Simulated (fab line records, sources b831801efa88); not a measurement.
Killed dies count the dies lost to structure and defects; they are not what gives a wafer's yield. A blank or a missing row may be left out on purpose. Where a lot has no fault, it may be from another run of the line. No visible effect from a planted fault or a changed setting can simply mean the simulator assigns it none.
Problem report, 8D (eight disciplines) form, completed by code :: flow sky130 :: the parts of the form that need people (team, actions taken, sign-off) are left out

## 1. WHAT IS WRONG
Across 9 wafers from 3 lots, CAP2M_TIN_RS at SKY_CAP2M_RS_MEAS_03 averages 4.64 ohm/sq, while fault-free wafers read 6.89 ohm/sq with a standard deviation of 0.082. That is -27 standard deviations from the usual mean.
The step: measures by four-point-probe.
First observed at day 42 20:21: wafer L830.1, on film_metro-01. The record has a number at this step for 30 wafers belonging to 10 lots. By rule, "out" or "out of limits" means more than 4 standard deviations away from the usual mean. The other wafers with a number count as sound.

## 2. WHAT IT IS, WHAT IT ISN'T
question: which readings at this step
is: CAP2M_TIN_RS
is not: -

question: which lots
is: L830, L831, L834
is not: L823, L826, L827, L828, L829, L832, L837

question: which wafers of those lots
is: all that have a number
is not: -

question: read on which gauges
is: film_metro-01
is not: film_metro-02, film_metro-04

question: when
is: from day 42 20:21
is not: up to then (15 sound wafers); but 6 sound wafers of L832, L837 came after

## 3. WHAT RULES OUT EACH SUSPECT
Counting: a tool at a process step up to the reading stays a suspect if it ran every lot that is out and no sound lot after the first of them.
- the gauge at SKY_CAP2M_RS_MEAS_03 is ruled out. All the wafers that are out were read on film_metro-01, but those of them that SKY_CAP2M_METAL_ETCH_13 has rows for are out there too, on other tools.
- pvd_sputter-02 at SKY_CAP2M_SPUTTER_02 (material TiN, target thk 200 nm, time 166.7 s): kept. It processed each lot that is out, first L830 at day 42 20:14, and no sound lot thereafter; up to then, the last sound lot it processed was L829 at day 42 16:02.
The count leaves pvd_sputter-02 at SKY_CAP2M_SPUTTER_02.

## 4. THE CAUSE (what the simulator had put in)
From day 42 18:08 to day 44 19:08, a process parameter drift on pvd_sputter-02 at SKY_CAP2M_SPUTTER_02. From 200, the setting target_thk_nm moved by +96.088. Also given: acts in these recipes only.
Only this tool survived the counting.

## 5. THE EFFECT CHAIN, in route order
Each row: a reading whose mean over the struck wafers that have a number lies more than 3 standard deviations from the usual. Only readings for which the record gives a usual standard deviation are gone through. hours: the time from each lot's start at the first step in this table that gives one to its start at this step, as a median over the lots. sigmas: the change in usual standard deviations.
hours: 0
step: SKY_CAP2M_RS_MEAS_03
reading: CAP2M_TIN_RS
usual: 6.89 ohm/sq
on struck wafers: 4.64
change: -2.25
sigmas: -27

hours: 0
step: SKY_CAP2M_THK_MEAS_04
reading: CAP2M_TIN_THK
usual: 199.5 nm
on struck wafers: 295.1
change: +95.6
sigmas: +42

hours: 22
step: SKY_CAP2M_METAL_ETCH_13
reading: oes_product_au
usual: 0.943 a.u.
on struck wafers: 0.999
change: +0.056
sigmas: +7.3

hours: 22
step: SKY_CAP2M_METAL_ETCH_13
reading: throttle_valve_pct
usual: 21.900 %
on struck wafers: 21.862
change: -0.038
sigmas: -3.8

hours: 137
step: SKY_PAD_OPEN_PROBE_99
reading: defect_limited_yield
usual: 82.5 %
on struck wafers: 0.0
change: -82.5
sigmas: -43

hours: 137
step: SKY_PAD_OPEN_PROBE_99
reading: killed_at_other
usual: 0.4
on struck wafers: 409.1
change: +408.7
sigmas: +99 or more

hours: 137
step: SKY_PAD_OPEN_PROBE_99
reading: killed_dies
usual: 86
on struck wafers: 492
change: +406
sigmas: +44

hours: 137
step: SKY_PAD_OPEN_PROBE_99
reading: killed_on_rim
usual: 17
on struck wafers: 96
change: +79
sigmas: +20

hours: 137
step: SKY_PAD_OPEN_PROBE_99
reading: sort_bin_3_pad_short
usual: 0.9 %
on struck wafers: 83.8
change: +82.9
sigmas: +99 or more

hours: 137
step: SKY_PAD_OPEN_PROBE_99
reading: sort_n_pass
usual: 406
on struck wafers: 0
change: -406
sigmas: -44

hours: 137
step: SKY_PAD_OPEN_PROBE_99
reading: sort_yield_pct
usual: 82.5 %
on struck wafers: 0.0
change: -82.5
sigmas: -43
Its process steps:
- SKY_CAP2M_METAL_ETCH_13: etches TiN in Cl2/BCl3, stops on SiO2, target depth 220 nm, time 62.9 s.
- SKY_PAD_OPEN_PROBE_99
Later measuring or inspecting steps at which every struck wafer that the step has a row for has a number for every such reading, and none has moved that far: SKY_CAP2M_OVL_MEAS_12.

## 6. HOW IT WOULD HAVE BEEN CAUGHT EARLIER
The first out-of-limits reading at a measuring or inspecting step in this record came at day 42 20:21, 2 hours after the fault's start at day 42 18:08.
No tool reading at SKY_CAP2M_SPUTTER_02 that has a usual standard deviation in the record was out on any struck wafer, so an alarm limit of 4 standard deviations on those readings would not have fired.
Lots out: 3; of these, L831, L834 started SKY_CAP2M_SPUTTER_02 on pvd_sputter-02 after day 42 20:21. A hold on the tool at that time would have spared those 2.
